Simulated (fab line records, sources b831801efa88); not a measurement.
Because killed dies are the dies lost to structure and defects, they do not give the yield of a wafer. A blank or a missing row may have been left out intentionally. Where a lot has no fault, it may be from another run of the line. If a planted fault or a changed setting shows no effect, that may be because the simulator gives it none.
fab line records / flow sky130 / part 2 of 2: steps 27 to 34 of 34
record: lots: 5 wafers: 15 last-day: 49
route steps=708 shown METAL2@502 VIA2@507 METAL3@532
lots with no fault: from the same line, run without faults
start-h: start of the lot's first displayed wafer, in hours after the record's first day / wait-h: how many hours have passed since the lot's step before this one / " repeats the value in the row above / L1.1+2: a single row standing in for several wafers / - no value, or no start was given / * or withheld: withheld / < > ~ a bound
route shown NAME@n: NAME is a module with steps in the file, n the number in the route of the first one / usual: the fault-free wafers' mean and standard deviation / same: alike in all rows / chamber/n: place in a boat / sites: per-site readings / _std_site: standard deviation of those values / _edge_site: mean of outer sites minus mean of inner sites / radius-mm: for every site, how far away it sits from the centre of the wafer / mask NAME#n: copy n / behind: the most recent tool/chamber to have shaped the wafer / hold: reason for holding the lot/hours on hold/outcome of the hold / device: which transistor (n, p or np) failed to switch / end of line: the tests these same wafers got at the end of their route / a step with no rows: only its recipe / killed: dies lost to structure and defects at the first sort, not the wafer's yield / map: per-die view of a wafer (x killed, . not killed, _ where there is no die)
set.NAME: the setting as run; set.NAME@STEP: as run at that earlier step / model.NAME: the simulator's own value behind a step, which no gauge read
certain route steps with their lots: each step a table, each wafer a row
services: when a tool's chamber went out of use (start-h, in hours from the record's first day, below 0 if earlier), for how many hours, and the reason
== steps ==
step: SKY_VIA2_CVD_21
recipe: material: W target-thk-nm: 420 time-s: 126.4 temp-c: 400 pressure-torr: 40
usual: heater-power-w: 844/52
lot.wafer=L084.1 tool=cvd-w-02 chamber=0 start-h=939.67 wait-h=0.0 heater-power-w=758
lot.wafer=L084.3 tool=cvd-w-02 chamber=1 start-h=939.67 wait-h=0.0 heater-power-w=801
lot.wafer=L084.4 tool=cvd-w-02 chamber=0 start-h=939.67 wait-h=0.0 heater-power-w=767
lot.wafer=L086.2 tool=cvd-w-02 chamber=0 start-h=942.29 wait-h=0.0 heater-power-w=757
lot.wafer=L086.5 tool=cvd-w-02 chamber=1 start-h=942.29 wait-h=0.0 heater-power-w=805
lot.wafer=L086.6 tool=cvd-w-02 chamber=0 start-h=942.29 wait-h=0.0 heater-power-w=773
lot.wafer=L090.2 tool=cvd-w-02 chamber=0 start-h=974.33 wait-h=0.0 heater-power-w=792
lot.wafer=L090.5 tool=cvd-w-02 chamber=1 start-h=974.33 wait-h=0.0 heater-power-w=805
lot.wafer=L090.6 tool=cvd-w-02 chamber=0 start-h=974.33 wait-h=0.0 heater-power-w=807
lot.wafer=L089.2 tool=cvd-w-01 chamber=0 start-h=975.47 wait-h=0.0 heater-power-w=931
lot.wafer=L089.4 tool=cvd-w-01 chamber=0 start-h=975.47 wait-h=0.0 heater-power-w=926
lot.wafer=L089.5 tool=cvd-w-01 chamber=0 start-h=975.47 wait-h=0.0 heater-power-w=914
lot.wafer=L095.3 tool=cvd-w-01 chamber=0 start-h=995.87 wait-h=0.1 heater-power-w=930
lot.wafer=L095.4 tool=cvd-w-01 chamber=1 start-h=995.87 wait-h=0.1 heater-power-w=853
lot.wafer=L095.6 tool=cvd-w-01 chamber=1 start-h=995.87 wait-h=0.1 heater-power-w=869
step: SKY_VIA2_RS_MEAS_22
recipe: thk-meas-gauge: four-point-probe reads: W_of_VIA2_CVD_21+TiN_of_VIA2_SPUTTER_20
usual: VIA2_W_RS: 0.2739/0.0027
lot.wafer=L084.1 tool=film-metro-02 chamber=- start-h=939.80 wait-h=0.1 VIA2_W_RS[ohm/sq]=0.2768
lot.wafer=L084.3 tool=film-metro-02 chamber=- start-h=939.80 wait-h=0.1 VIA2_W_RS[ohm/sq]=0.2757
lot.wafer=L084.4 tool=film-metro-02 chamber=- start-h=939.80 wait-h=0.1 VIA2_W_RS[ohm/sq]=0.2792
lot.wafer=L086.2 tool=film-metro-02 chamber=- start-h=942.44 wait-h=0.1 VIA2_W_RS[ohm/sq]=0.2737
lot.wafer=L086.5 tool=film-metro-02 chamber=- start-h=942.44 wait-h=0.1 VIA2_W_RS[ohm/sq]=0.2722
lot.wafer=L086.6 tool=film-metro-02 chamber=- start-h=942.44 wait-h=0.1 VIA2_W_RS[ohm/sq]=0.2725
lot.wafer=L090.2 tool=film-metro-03 chamber=- start-h=974.48 wait-h=0.1 VIA2_W_RS[ohm/sq]=0.2787
lot.wafer=L090.5 tool=film-metro-03 chamber=- start-h=974.48 wait-h=0.1 VIA2_W_RS[ohm/sq]=0.2789
lot.wafer=L090.6 tool=film-metro-03 chamber=- start-h=974.48 wait-h=0.1 VIA2_W_RS[ohm/sq]=0.2772
lot.wafer=L089.2 tool=film-metro-02 chamber=- start-h=975.63 wait-h=0.1 VIA2_W_RS[ohm/sq]=0.2713
lot.wafer=L089.4 tool=film-metro-02 chamber=- start-h=975.63 wait-h=0.1 VIA2_W_RS[ohm/sq]=0.2725
lot.wafer=L089.5 tool=film-metro-02 chamber=- start-h=975.63 wait-h=0.1 VIA2_W_RS[ohm/sq]=0.2730
lot.wafer=L095.3 tool=film-metro-02 chamber=- start-h=996.00 wait-h=0.1 VIA2_W_RS[ohm/sq]=0.2726
lot.wafer=L095.4 tool=film-metro-02 chamber=- start-h=996.00 wait-h=0.1 VIA2_W_RS[ohm/sq]=0.2718
lot.wafer=L095.6 tool=film-metro-02 chamber=- start-h=996.00 wait-h=0.1 VIA2_W_RS[ohm/sq]=0.2727
step: SKY_VIA2_THK_MEAS_23
recipe: thk-meas-gauge: xrf reads: W_of_VIA2_CVD_21
usual: VIA2_W_THK: 417/7.9
lot.wafer=L084.1 tool=film-metro-02 chamber=- start-h=939.92 wait-h=0.1 VIA2_W_THK[nm]=406
lot.wafer=L084.3 tool=film-metro-02 chamber=- start-h=939.92 wait-h=0.1 VIA2_W_THK[nm]=408
lot.wafer=L084.4 tool=film-metro-02 chamber=- start-h=939.92 wait-h=0.1 VIA2_W_THK[nm]=403
lot.wafer=L086.2 tool=film-metro-02 chamber=- start-h=942.55 wait-h=0.1 VIA2_W_THK[nm]=409
lot.wafer=L086.5 tool=film-metro-02 chamber=- start-h=942.55 wait-h=0.1 VIA2_W_THK[nm]=409
lot.wafer=L086.6 tool=film-metro-02 chamber=- start-h=942.55 wait-h=0.1 VIA2_W_THK[nm]=412
lot.wafer=L090.2 tool=film-metro-03 chamber=- start-h=974.59 wait-h=0.1 VIA2_W_THK[nm]=420
lot.wafer=L090.5 tool=film-metro-03 chamber=- start-h=974.59 wait-h=0.1 VIA2_W_THK[nm]=421
lot.wafer=L090.6 tool=film-metro-03 chamber=- start-h=974.59 wait-h=0.1 VIA2_W_THK[nm]=425
lot.wafer=L089.2 tool=film-metro-02 chamber=- start-h=975.74 wait-h=0.1 VIA2_W_THK[nm]=412
lot.wafer=L089.4 tool=film-metro-02 chamber=- start-h=975.74 wait-h=0.1 VIA2_W_THK[nm]=415
lot.wafer=L089.5 tool=film-metro-02 chamber=- start-h=975.74 wait-h=0.1 VIA2_W_THK[nm]=414
lot.wafer=L095.3 tool=film-metro-02 chamber=- start-h=996.10 wait-h=0.1 VIA2_W_THK[nm]=414
lot.wafer=L095.4 tool=film-metro-02 chamber=- start-h=996.10 wait-h=0.1 VIA2_W_THK[nm]=419
lot.wafer=L095.6 tool=film-metro-02 chamber=- start-h=996.10 wait-h=0.1 VIA2_W_THK[nm]=414
step: SKY_VIA2_CMP_24
recipe: stop-on: SiO2 t-overpolish-s: 20 down-force-psi: 3.5 platen-rpm: 60 target-thk-nm: 0 pad-velocity-m-s: 0.94248
usual: motor-current-A: 11.0/1.3 overpolish-run-s: 19.999/0.0088 platen-rpm: 59.99/0.039 retaining-ring-pressure-frac: 1.000/0.005 time-to-endpoint-s: 99/4.8
lot.wafer=L084.4 tool=cmp-02 chamber=0 start-h=940.07 wait-h=0.1 motor-current-A=10.4 overpolish-run-s=20.002 platen-rpm=59.96 retaining-ring-pressure-frac=1.002 time-to-endpoint-s=93
lot.wafer=L084.3 tool=cmp-02 chamber=1 start-h=940.07 wait-h=0.1 motor-current-A=11.2 overpolish-run-s=19.981 platen-rpm=59.98 retaining-ring-pressure-frac=1.000 time-to-endpoint-s=89
lot.wafer=L084.1 tool=cmp-02 chamber=3 start-h=940.07 wait-h=0.1 motor-current-A=12.9 overpolish-run-s=20.006 platen-rpm=60.02 retaining-ring-pressure-frac=1.002 time-to-endpoint-s=103
lot.wafer=L086.2 tool=cmp-02 chamber=0 start-h=942.65 wait-h=0.1 motor-current-A=10.8 overpolish-run-s=19.968 platen-rpm=60.03 retaining-ring-pressure-frac=0.993 time-to-endpoint-s=91
lot.wafer=L086.5 tool=cmp-02 chamber=3 start-h=942.65 wait-h=0.1 motor-current-A=12.7 overpolish-run-s=19.987 platen-rpm=60.04 retaining-ring-pressure-frac=0.999 time-to-endpoint-s=100
lot.wafer=L086.6 tool=cmp-02 chamber=0 start-h=942.65 wait-h=0.1 motor-current-A=10.9 overpolish-run-s=20.005 platen-rpm=60.03 retaining-ring-pressure-frac=0.997 time-to-endpoint-s=95
lot.wafer=L090.2 tool=cmp-01 chamber=1 start-h=974.74 wait-h=0.1 motor-current-A=13.2 overpolish-run-s=20.006 platen-rpm=59.97 retaining-ring-pressure-frac=1.000 time-to-endpoint-s=96
lot.wafer=L090.5 tool=cmp-01 chamber=3 start-h=974.74 wait-h=0.1 motor-current-A=9.4 overpolish-run-s=19.999 platen-rpm=59.96 retaining-ring-pressure-frac=1.003 time-to-endpoint-s=95
lot.wafer=L090.6 tool=cmp-01 chamber=0 start-h=974.74 wait-h=0.1 motor-current-A=11.0 overpolish-run-s=20.007 platen-rpm=60.04 retaining-ring-pressure-frac=1.003 time-to-endpoint-s=96
lot.wafer=L089.4 tool=cmp-02 chamber=1 start-h=975.79 wait-h=0.0 motor-current-A=11.1 overpolish-run-s=20.011 platen-rpm=60.03 retaining-ring-pressure-frac=0.994 time-to-endpoint-s=98
lot.wafer=L089.2 tool=cmp-02 chamber=0 start-h=975.79 wait-h=0.0 motor-current-A=10.4 overpolish-run-s=19.990 platen-rpm=59.96 retaining-ring-pressure-frac=1.001 time-to-endpoint-s=102
lot.wafer=L089.5 tool=cmp-02 chamber=1 start-h=975.79 wait-h=0.0 motor-current-A=11.5 overpolish-run-s=19.992 platen-rpm=59.99 retaining-ring-pressure-frac=0.998 time-to-endpoint-s=99
lot.wafer=L095.4 tool=cmp-02 chamber=3 start-h=996.14 wait-h=0.0 motor-current-A=12.9 overpolish-run-s=19.992 platen-rpm=60.00 retaining-ring-pressure-frac=0.998 time-to-endpoint-s=104
lot.wafer=L095.3 tool=cmp-02 chamber=2 start-h=996.14 wait-h=0.0 motor-current-A=9.4 overpolish-run-s=19.992 platen-rpm=59.98 retaining-ring-pressure-frac=1.007 time-to-endpoint-s=97
lot.wafer=L095.6 tool=cmp-02 chamber=3 start-h=996.14 wait-h=0.0 motor-current-A=12.6 overpolish-run-s=20.000 platen-rpm=59.99 retaining-ring-pressure-frac=0.998 time-to-endpoint-s=107
step: SKY_METAL3_SPUTTER_00
recipe: material: Ti target-thk-nm: 15 power-w: 3000 time-s: 10 chamber-pressure-pa: 0.4
usual: cathode-dc-power-W: 3000.0/0.54 throttle-valve-pct: 29.6/1.1
lot.wafer=L084.1 tool=pvd-sputter-03 chamber=- start-h=940.37 wait-h=0.1 cathode-dc-power-W=2999.5 throttle-valve-pct=28.6
lot.wafer=L084.3 tool=pvd-sputter-03 chamber=- start-h=940.37 wait-h=0.1 cathode-dc-power-W=2999.6 throttle-valve-pct=30.5
lot.wafer=L084.4 tool=pvd-sputter-03 chamber=- start-h=940.37 wait-h=0.1 cathode-dc-power-W=2999.2 throttle-valve-pct=29.3
lot.wafer=L086.2 tool=pvd-sputter-02 chamber=- start-h=942.90 wait-h=0.2 cathode-dc-power-W=2999.6 throttle-valve-pct=31.9
lot.wafer=L086.5 tool=pvd-sputter-02 chamber=- start-h=942.90 wait-h=0.2 cathode-dc-power-W=3000.3 throttle-valve-pct=28.8
lot.wafer=L086.6 tool=pvd-sputter-02 chamber=- start-h=942.90 wait-h=0.2 cathode-dc-power-W=3000.3 throttle-valve-pct=32.2
lot.wafer=L090.2 tool=pvd-sputter-03 chamber=- start-h=974.94 wait-h=0.1 cathode-dc-power-W=2999.6 throttle-valve-pct=29.4
lot.wafer=L090.5 tool=pvd-sputter-03 chamber=- start-h=974.94 wait-h=0.1 cathode-dc-power-W=2999.5 throttle-valve-pct=28.4
lot.wafer=L090.6 tool=pvd-sputter-03 chamber=- start-h=974.94 wait-h=0.1 cathode-dc-power-W=3000.4 throttle-valve-pct=29.2
lot.wafer=L089.2 tool=pvd-sputter-01 chamber=- start-h=976.09 wait-h=0.1 cathode-dc-power-W=2999.5 throttle-valve-pct=28.9
lot.wafer=L089.4 tool=pvd-sputter-01 chamber=- start-h=976.09 wait-h=0.1 cathode-dc-power-W=3000.3 throttle-valve-pct=29.0
lot.wafer=L089.5 tool=pvd-sputter-01 chamber=- start-h=976.09 wait-h=0.1 cathode-dc-power-W=3000.4 throttle-valve-pct=29.3
lot.wafer=L095.3 tool=pvd-sputter-01 chamber=- start-h=996.44 wait-h=0.1 cathode-dc-power-W=2999.9 throttle-valve-pct=29.4
lot.wafer=L095.4 tool=pvd-sputter-01 chamber=- start-h=996.44 wait-h=0.1 cathode-dc-power-W=3000.6 throttle-valve-pct=28.6
lot.wafer=L095.6 tool=pvd-sputter-01 chamber=- start-h=996.44 wait-h=0.1 cathode-dc-power-W=3000.5 throttle-valve-pct=28.7
step: SKY_METAL3_SPUTTER_01
recipe: material: TiN target-thk-nm: 20 power-w: 6500 time-s: 16.7 chamber-pressure-pa: 0.4
usual: cathode-dc-power-W: 6499.8/1.2 throttle-valve-pct: 29.6/1.1
lot.wafer=L084.1 tool=pvd-sputter-03 chamber=- start-h=940.39 wait-h=0.0 cathode-dc-power-W=6499.7 throttle-valve-pct=28.7
lot.wafer=L084.3 tool=pvd-sputter-03 chamber=- start-h=940.39 wait-h=0.0 cathode-dc-power-W=6500.8 throttle-valve-pct=30.2
lot.wafer=L084.4 tool=pvd-sputter-03 chamber=- start-h=940.39 wait-h=0.0 cathode-dc-power-W=6499.8 throttle-valve-pct=29.5
lot.wafer=L086.2 tool=pvd-sputter-02 chamber=- start-h=942.92 wait-h=0.0 cathode-dc-power-W=6497.7 throttle-valve-pct=32.0
lot.wafer=L086.5 tool=pvd-sputter-02 chamber=- start-h=942.92 wait-h=0.0 cathode-dc-power-W=6500.9 throttle-valve-pct=28.8
lot.wafer=L086.6 tool=pvd-sputter-02 chamber=- start-h=942.92 wait-h=0.0 cathode-dc-power-W=6500.2 throttle-valve-pct=32.1
lot.wafer=L090.2 tool=pvd-sputter-03 chamber=- start-h=974.96 wait-h=0.0 cathode-dc-power-W=6498.2 throttle-valve-pct=29.4
lot.wafer=L090.5 tool=pvd-sputter-03 chamber=- start-h=974.96 wait-h=0.0 cathode-dc-power-W=6499.9 throttle-valve-pct=28.6
lot.wafer=L090.6 tool=pvd-sputter-03 chamber=- start-h=974.96 wait-h=0.0 cathode-dc-power-W=6499.6 throttle-valve-pct=29.6
lot.wafer=L089.2 tool=pvd-sputter-01 chamber=- start-h=976.11 wait-h=0.0 cathode-dc-power-W=6498.1 throttle-valve-pct=28.6
lot.wafer=L089.4 tool=pvd-sputter-01 chamber=- start-h=976.11 wait-h=0.0 cathode-dc-power-W=6500.9 throttle-valve-pct=29.4
lot.wafer=L089.5 tool=pvd-sputter-01 chamber=- start-h=976.11 wait-h=0.0 cathode-dc-power-W=6502.4 throttle-valve-pct=29.4
lot.wafer=L095.3 tool=pvd-sputter-01 chamber=- start-h=996.46 wait-h=0.0 cathode-dc-power-W=6499.6 throttle-valve-pct=29.3
lot.wafer=L095.4 tool=pvd-sputter-01 chamber=- start-h=996.46 wait-h=0.0 cathode-dc-power-W=6499.0 throttle-valve-pct=28.6
lot.wafer=L095.6 tool=pvd-sputter-01 chamber=- start-h=996.46 wait-h=0.0 cathode-dc-power-W=6501.0 throttle-valve-pct=28.6
step: SKY_METAL3_SPUTTER_02
recipe: material: AlCu target-thk-nm: 735 power-w: 10600 time-s: 39.1 chamber-pressure-pa: 0.4
usual: cathode-dc-power-W: 10600/1.8 throttle-valve-pct: 29.6/1.1
lot.wafer=L084.1 tool=pvd-sputter-03 chamber=- start-h=940.42 wait-h=0.0 cathode-dc-power-W=10599 throttle-valve-pct=28.4
lot.wafer=L084.3 tool=pvd-sputter-03 chamber=- start-h=940.42 wait-h=0.0 cathode-dc-power-W=10598 throttle-valve-pct=30.0
lot.wafer=L084.4 tool=pvd-sputter-03 chamber=- start-h=940.42 wait-h=0.0 cathode-dc-power-W=10600 throttle-valve-pct=29.3
lot.wafer=L086.2 tool=pvd-sputter-02 chamber=- start-h=942.95 wait-h=0.0 cathode-dc-power-W=10601 throttle-valve-pct=31.8
lot.wafer=L086.5 tool=pvd-sputter-02 chamber=- start-h=942.95 wait-h=0.0 cathode-dc-power-W=10601 throttle-valve-pct=28.6
lot.wafer=L086.6 tool=pvd-sputter-02 chamber=- start-h=942.95 wait-h=0.0 cathode-dc-power-W=10598 throttle-valve-pct=32.2
lot.wafer=L090.2 tool=pvd-sputter-03 chamber=- start-h=974.99 wait-h=0.0 cathode-dc-power-W=10598 throttle-valve-pct=29.5
lot.wafer=L090.5 tool=pvd-sputter-03 chamber=- start-h=974.99 wait-h=0.0 cathode-dc-power-W=10599 throttle-valve-pct=28.5
lot.wafer=L090.6 tool=pvd-sputter-03 chamber=- start-h=974.99 wait-h=0.0 cathode-dc-power-W=10596 throttle-valve-pct=29.0
lot.wafer=L089.2 tool=pvd-sputter-01 chamber=- start-h=976.13 wait-h=0.0 cathode-dc-power-W=10599 throttle-valve-pct=28.4
lot.wafer=L089.4 tool=pvd-sputter-01 chamber=- start-h=976.13 wait-h=0.0 cathode-dc-power-W=10599 throttle-valve-pct=29.4
lot.wafer=L089.5 tool=pvd-sputter-01 chamber=- start-h=976.13 wait-h=0.0 cathode-dc-power-W=10602 throttle-valve-pct=29.5
lot.wafer=L095.3 tool=pvd-sputter-01 chamber=- start-h=996.48 wait-h=0.0 cathode-dc-power-W=10601 throttle-valve-pct=29.4
lot.wafer=L095.4 tool=pvd-sputter-01 chamber=- start-h=996.48 wait-h=0.0 cathode-dc-power-W=10602 throttle-valve-pct=28.9
lot.wafer=L095.6 tool=pvd-sputter-01 chamber=- start-h=996.48 wait-h=0.0 cathode-dc-power-W=10600 throttle-valve-pct=29.0
step: SKY_METAL3_SPUTTER_03
recipe: material: Ti target-thk-nm: 5 power-w: 3000 time-s: 3.3 chamber-pressure-pa: 0.4
usual: cathode-dc-power-W: 3000.0/0.55 throttle-valve-pct: 29.6/1.1
lot.wafer=L084.1 tool=pvd-sputter-03 chamber=- start-h=940.46 wait-h=0.0 cathode-dc-power-W=2998.9 throttle-valve-pct=28.7
lot.wafer=L084.3 tool=pvd-sputter-03 chamber=- start-h=940.46 wait-h=0.0 cathode-dc-power-W=3001.0 throttle-valve-pct=30.1
lot.wafer=L084.4 tool=pvd-sputter-03 chamber=- start-h=940.46 wait-h=0.0 cathode-dc-power-W=2999.9 throttle-valve-pct=29.1
lot.wafer=L086.2 tool=pvd-sputter-02 chamber=- start-h=942.99 wait-h=0.0 cathode-dc-power-W=3000.1 throttle-valve-pct=31.9
lot.wafer=L086.5 tool=pvd-sputter-02 chamber=- start-h=942.99 wait-h=0.0 cathode-dc-power-W=3000.1 throttle-valve-pct=28.6
lot.wafer=L086.6 tool=pvd-sputter-02 chamber=- start-h=942.99 wait-h=0.0 cathode-dc-power-W=2999.2 throttle-valve-pct=31.9
lot.wafer=L090.2 tool=pvd-sputter-03 chamber=- start-h=975.03 wait-h=0.0 cathode-dc-power-W=3000.5 throttle-valve-pct=29.2
lot.wafer=L090.5 tool=pvd-sputter-03 chamber=- start-h=975.03 wait-h=0.0 cathode-dc-power-W=3000.0 throttle-valve-pct=28.5
lot.wafer=L090.6 tool=pvd-sputter-03 chamber=- start-h=975.03 wait-h=0.0 cathode-dc-power-W=3000.4 throttle-valve-pct=29.0
lot.wafer=L089.2 tool=pvd-sputter-01 chamber=- start-h=976.17 wait-h=0.0 cathode-dc-power-W=3000.3 throttle-valve-pct=28.4
lot.wafer=L089.4 tool=pvd-sputter-01 chamber=- start-h=976.17 wait-h=0.0 cathode-dc-power-W=2999.2 throttle-valve-pct=29.6
lot.wafer=L089.5 tool=pvd-sputter-01 chamber=- start-h=976.17 wait-h=0.0 cathode-dc-power-W=3000.1 throttle-valve-pct=29.1
lot.wafer=L095.3 tool=pvd-sputter-01 chamber=- start-h=996.52 wait-h=0.0 cathode-dc-power-W=3000.5 throttle-valve-pct=29.6
lot.wafer=L095.4 tool=pvd-sputter-01 chamber=- start-h=996.52 wait-h=0.0 cathode-dc-power-W=3000.2 throttle-valve-pct=28.8
lot.wafer=L095.6 tool=pvd-sputter-01 chamber=- start-h=996.52 wait-h=0.0 cathode-dc-power-W=3000.6 throttle-valve-pct=28.4
== services ==
tool=krf-scanner-01 chamber=- start-h=889.70 hours=0.3 kind=repair
tool=krf-scanner-01 chamber=- start-h=890.23 hours=0.5 kind=repair
tool=cmp-02 chamber=- start-h=890.41 hours=1.5 kind=repair
tool=wet-bench-01 chamber=- start-h=900.35 hours=1.9 kind=pm
tool=wet-bench-03 chamber=- start-h=902.60 hours=1.1 kind=repair
tool=rie-metal-02 chamber=0 start-h=903.72 hours=4.0 kind=repair
tool=krf-scanner-02 chamber=- start-h=903.78 hours=1.0 kind=pm
tool=cvd-w-02 chamber=- start-h=904.00 hours=14.0 kind=pm
tool=cvd-w-02 chamber=- start-h=906.42 hours=1.3 kind=repair
tool=cmp-01 chamber=- start-h=911.05 hours=9.3 kind=pm
tool=wet-bench-03 chamber=- start-h=919.38 hours=1.9 kind=pm
tool=cmp-01 chamber=- start-h=920.35 hours=4.0 kind=pm
tool=wet-bench-04 chamber=- start-h=924.00 hours=26.6 kind=pm
tool=plasma-asher-02 chamber=- start-h=947.48 hours=2.5 kind=repair
tool=hdpcvd-02 chamber=- start-h=950.25 hours=15.0 kind=pm
tool=cmp-01 chamber=- start-h=958.90 hours=0.5 kind=repair
tool=cmp-02 chamber=- start-h=960.41 hours=1.6 kind=repair
tool=krf-scanner-02 chamber=- start-h=961.91 hours=0.8 kind=repair
tool=wet-bench-01 chamber=- start-h=976.82 hours=1.2 kind=repair
tool=wet-bench-02 chamber=- start-h=978.72 hours=2.2 kind=repair
tool=cmp-02 chamber=- start-h=985.09 hours=2.3 kind=repair
tool=wet-bench-04 chamber=- start-h=985.11 hours=0.5 kind=repair
tool=krf-scanner-02 chamber=- start-h=994.19 hours=3.6 kind=pm
tool=wet-bench-03 chamber=- start-h=994.72 hours=3.0 kind=repair
